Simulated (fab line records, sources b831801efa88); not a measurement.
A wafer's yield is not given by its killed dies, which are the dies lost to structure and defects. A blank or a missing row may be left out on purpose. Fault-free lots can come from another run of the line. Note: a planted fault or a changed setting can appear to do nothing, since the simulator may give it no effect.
Which tool was responsible? -- flow gf180mcu -- 11 lots, 33 wafers sampled, at 6 steps of a route of 602

WHAT THE GAUGES READ, wafer by wafer
GF_STI_THK_MEAS_04. Usual: STI_CVD_03_THK gives 208.4 nm (standard deviation 1.6).
lot,measured,on,STI_CVD_03_THK (nm),flag
L274,day 1 13:47,filmMetro-04,205.9 208.8 207.0,
L275,day 1 18:35,filmMetro-01,207.0 207.9 207.6,
L276,day 2 00:07,filmMetro-01,207.1 207.6 207.9,
L277,day 2 04:34,filmMetro-04,205.4 206.1 206.2,
L278,day 2 09:45,filmMetro-04,207.1 207.9 208.0,
L279,day 2 15:47,filmMetro-02,209.6 208.2 210.1,
L280,day 2 21:49,filmMetro-04,208.8 207.3 209.8,
L286,day 4 01:44,filmMetro-01,174.1 174.1 174.5,OFF
L289,day 4 16:34,filmMetro-02,174.5 174.7 175.4,OFF
L294,day 5 17:34,filmMetro-02,209.4 211.2 210.1,
L297,day 6 09:33,filmMetro-01,207.2 207.1 205.5,

GF_NSD_CD_MEAS_07: target cd 400 nm. Usual: cdNm 400.4 nm, standard deviation 2.1.
lot,measured,on,cdNm (nm),flag
L274,day 13 07:04,cdSem-01,400.4 400.6 401.8,
L275,day 13 16:24,cdSem-01,397.3 397.7 397.8,
L276,day 14 10:18,cdSem-01,398.4 399.9 398.5,
L277,day 14 19:33,cdSem-01,401.4 401.5 400.5,
L278,day 14 21:12,cdSem-01,400.0 401.2 402.5,
L279,day 15 02:01,cdSem-02,398.7 400.1 399.2,
L280,day 15 07:04,cdSem-01,402.1 403.1 402.8,
L286,day 17 05:04,cdSem-02,396.9 397.0 398.0,
L289,day 18 10:10,cdSem-02,402.4 402.5 400.6,
L294,day 20 08:43,cdSem-01,400.7 399.7 400.9,
L297,day 21 12:27,cdSem-02,396.5 398.5 396.1,

GF_SALICIDE_THK_MEAS_05: measures by xrf. Usual: SALICIDE_TIN_THK gives 19.83 nm (standard deviation 0.25).
lot,measured,on,SALICIDE_TIN_THK (nm),flag
L274,day 15 01:06,filmMetro-01,19.71 20.16 19.89,
L275,day 15 10:59,filmMetro-01,20.00 19.98 19.87,
L276,day 16 06:40,filmMetro-01,19.69 19.34 19.38,
L277,day 16 16:13,filmMetro-03,19.30 19.18 19.42,
L278,day 16 18:02,filmMetro-03,19.72 19.71 19.82,
L279,day 17 00:20,filmMetro-01,20.11 19.95 19.94,
L280,day 17 03:55,filmMetro-02,19.78 19.56 19.64,
L286,day 19 06:01,filmMetro-03,19.62 19.82 19.75,
L289,day 20 12:25,filmMetro-01,19.81 19.72 19.79,
L294,day 22 09:44,filmMetro-02,19.95 20.10 20.13,
L297,day 23 14:59,filmMetro-02,19.57 19.77 19.91,

EACH LOT AND THE TOOL THAT RAN IT (in order: tool; ch and the chambers of the sampled wafers; start)
lot,GF_STI_CVD_03,GF_STI_ETCH_13,GF_VT_IMPLANT_STRIP_09
L274,"lpcvd-02 ch 0, day 1 11:46","rieDiel-03 ch 2,3, day 2 01:44","plasmaAsher-02 ch 0,1, day 5 12:31"
L275,"lpcvd-02 ch 1, day 1 16:34","rieDiel-04 ch 0,1, day 2 05:44","plasmaAsher-03 ch 0,1, day 5 18:35"
L276,"lpcvd-02 ch 1, day 1 22:08","rieDiel-03 ch 2,3, day 2 12:11","plasmaAsher-04 ch 0,1, day 6 10:53"
L277,"lpcvd-01 ch 1, day 2 02:34","rieDiel-02 ch 0,2,3, day 2 16:47","plasmaAsher-03 ch 0,1, day 6 17:44"
L278,"lpcvd-01 ch 0, day 2 07:46","rieDiel-03 ch 0,1,3, day 2 21:44","plasmaAsher-04 ch 0,1, day 6 20:02"
L279,"lpcvd-02 ch 1, day 2 12:48","rieDiel-03 ch 0,1,3, day 3 03:44","plasmaAsher-02 ch 0,1, day 7 00:42"
L280,"lpcvd-02 ch 0, day 2 19:49","rieDiel-03 ch 0,2,3, day 3 08:56","plasmaAsher-04 ch 0,1, day 7 04:32"
L286,"lpcvd-02 ch 1, day 3 23:45","rieDiel-04 ch 1,2,3, day 4 14:50","plasmaAsher-02 ch 0,1, day 8 15:53"
L289,"lpcvd-02 ch 0, day 4 14:34","rieDiel-04 ch 0,1,3, day 5 05:29","plasmaAsher-04 ch 0,1, day 9 11:53"
L294,"lpcvd-01 ch 1, day 5 15:34","rieDiel-02 ch 0,3, day 6 07:50","plasmaAsher-04 ch 1, day 10 18:18"
L297,"lpcvd-01 ch 1, day 6 06:34","rieDiel-02 ch 0,2,3, day 7 00:56","plasmaAsher-02 ch 0,1, day 11 15:53"
- GF_STI_CVD_03: deposits Si3N4 from DCS/NH3, target thk 207.16 nm, time 3551 s.
- GF_STI_ETCH_13: etches the open film in CHF3/O2, stops on Si, target depth 282.31 nm, time 112.9 s.
- GF_VT_IMPLANT_STRIP_09: strips in O2/N2.

WHAT THE TOOLS THEMSELVES READ (means of the sampled wafers that have a number; where no wafer has one, the mark that the record gives instead)
GF_STI_CVD_03. Usual: value, then standard deviation, for each; spikeTcBottomC 788.0 C / 1.9; spikeTcCentreC 770.2 C / 1.3; spikeTcLowerC 770.2 C / 1.1; spikeTcTopC 785.8 C / 2.1; spikeTcUpperC 769.8 C / 1.1; susceptorTempC 770.1 C / 0.33; zonePowerLowerPct 13.8 % / 1.2.
lot,tool,spikeTcBottomC (C),spikeTcCentreC (C),spikeTcLowerC (C),spikeTcTopC (C),spikeTcUpperC (C),susceptorTempC (C),zonePowerLowerPct (%),flag
L274,lpcvd-02,786.6,769.2,771.1,787.8,770.2,770.3,15.6,
L275,lpcvd-02,789.6,769.6,769.4,785.8,770.1,769.8,12.8,
L276,lpcvd-02,789.3,770.8,769.8,784.6,770.1,770.1,12.9,
L277,lpcvd-01,790.8,770.9,770.4,782.4,768.2,769.9,13.3,
L278,lpcvd-01,787.1,771.4,769.7,785.5,771.0,769.5,13.2,
L279,lpcvd-02,789.6,770.7,769.7,785.4,770.2,770.2,13.0,
L280,lpcvd-02,786.9,768.4,771.5,788.6,769.9,770.2,15.5,
L286,lpcvd-02,781.4,761.4,760.7,776.3,760.3,760.7,12.6,OFF
L289,lpcvd-02,777.8,760.0,761.7,780.0,760.6,761.0,15.4,OFF
L294,lpcvd-01,790.3,770.2,771.3,783.1,767.3,770.0,13.2,
L297,lpcvd-01,791.1,771.1,771.6,782.7,768.2,770.1,13.1,

GF_STI_ETCH_13. Usual: chamberPressureMTorr 40.00 mTorr, standard deviation 0.04; drypumpMotorCurrentA 5.8 A, standard deviation 0.42; oesProductAu 0.835 a.u., standard deviation 0.0054; throttleValvePct 8.812 %, standard deviation 0.0084.
lot,tool,chamberPressureMTorr (mTorr),drypumpMotorCurrentA (A),oesProductAu (a.u.),throttleValvePct (%),flag
L274,rieDiel-03,39.98,5.7,0.834,8.819,
L275,rieDiel-04,40.02,5.3,0.834,8.813,
L276,rieDiel-03,39.99,5.4,0.833,8.816,
L277,rieDiel-02,40.01,5.7,0.830,8.811,
L278,rieDiel-03,40.01,6.0,0.831,8.813,
L279,rieDiel-03,39.99,6.0,0.838,8.814,
L280,rieDiel-03,40.02,5.7,0.835,8.811,
L286,rieDiel-04,40.01,5.8,0.766,8.793,OFF
L289,rieDiel-04,40.02,5.7,0.761,8.797,OFF
L294,rieDiel-02,39.96,5.7,0.840,8.814,
L297,rieDiel-02,40.02,5.7,0.830,8.810,

GF_VT_IMPLANT_STRIP_09. Usual: chamberPressureMTorr 1500.0 mTorr, standard deviation 1.3; drypumpMotorCurrentA 5.7 A, standard deviation 0.44; heaterPowerW 352 W, standard deviation 56; oesProductAu 0.716 a.u., standard deviation 0.0041; stripTimeToEndpointS 12.62 s, standard deviation 0.035.
lot,tool,chamberPressureMTorr (mTorr),drypumpMotorCurrentA (A),heaterPowerW (W),oesProductAu (a.u.),stripTimeToEndpointS (s),flag
L274,plasmaAsher-02,1500.1,6.1,387,0.715,12.58,
L275,plasmaAsher-03,1500.1,5.7,332,0.718,12.61,
L276,plasmaAsher-04,1500.1,5.4,354,0.715,12.60,
L277,plasmaAsher-03,1500.6,5.5,315,0.719,12.67,
L278,plasmaAsher-04,1498.7,5.4,364,0.715,12.62,
L279,plasmaAsher-02,1499.1,6.1,392,0.718,12.66,
L280,plasmaAsher-04,1501.2,5.4,349,0.717,12.61,
L286,plasmaAsher-02,1500.3,6.1,398,0.713,12.62,
L289,plasmaAsher-04,1498.4,5.6,304,0.719,12.56,
L294,plasmaAsher-04,1500.0,5.8,263,0.711,12.59,
L297,plasmaAsher-02,1499.0,5.8,381,0.714,12.63,

THE ANSWER, worked out from the rows above alone
Rule: lot off if the mean of its wafers having a number is beyond 3 standard deviations from the usual mean. A lot without any number at a reading at which 4 lots or more have one is off too. All remaining lots with rows at the step are treated as sound. Order of review: gauges by route order, followed by the tools' own readings, for which a lot's mean as printed above is used. The first step at which some lot is off is used, and at that step the reading that is off furthest; a lot without a number counts as furthest.
Off: at GF_STI_THK_MEAS_04 (STI_CVD_03_THK), L286, L289.
A tool fits if, at a process step before that reading, it ran every lot that is off, and no sound lot after the first of them. The gauges at GF_STI_THK_MEAS_04 aren't tried: what is off there is off at GF_STI_CVD_03 too, on other tools, and a gauge's error can't cause that. One fits: lpcvd-02 at GF_STI_CVD_03. A fault onset in the window from L280 (day 2 19:49, its last sound lot) to L286 (day 3 23:45, its first lot off) fits.
The tool's own readings at GF_STI_CVD_03 bear it out: on the lots that are off they differ by more than 5 times the standard deviation of the sound lots' means. spikeTcBottomC reads 779.6 C there against 789.0 C on the sound lots; spikeTcCentreC reads 760.7 C there against 770.3 C on the sound lots; spikeTcLowerC reads 761.2 C there against 770.5 C on the sound lots; spikeTcUpperC reads 760.5 C there against 769.5 C on the sound lots; susceptorTempC reads 760.9 C there against 770.0 C on the sound lots.

WHAT HAD BEEN PUT IN BY THE SIMULATOR
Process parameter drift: lpcvd-02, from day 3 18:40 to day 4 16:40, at GF_STI_CVD_03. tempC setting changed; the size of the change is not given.
Struck lots among those shown: L286, L289. The rule above reached the same finding.
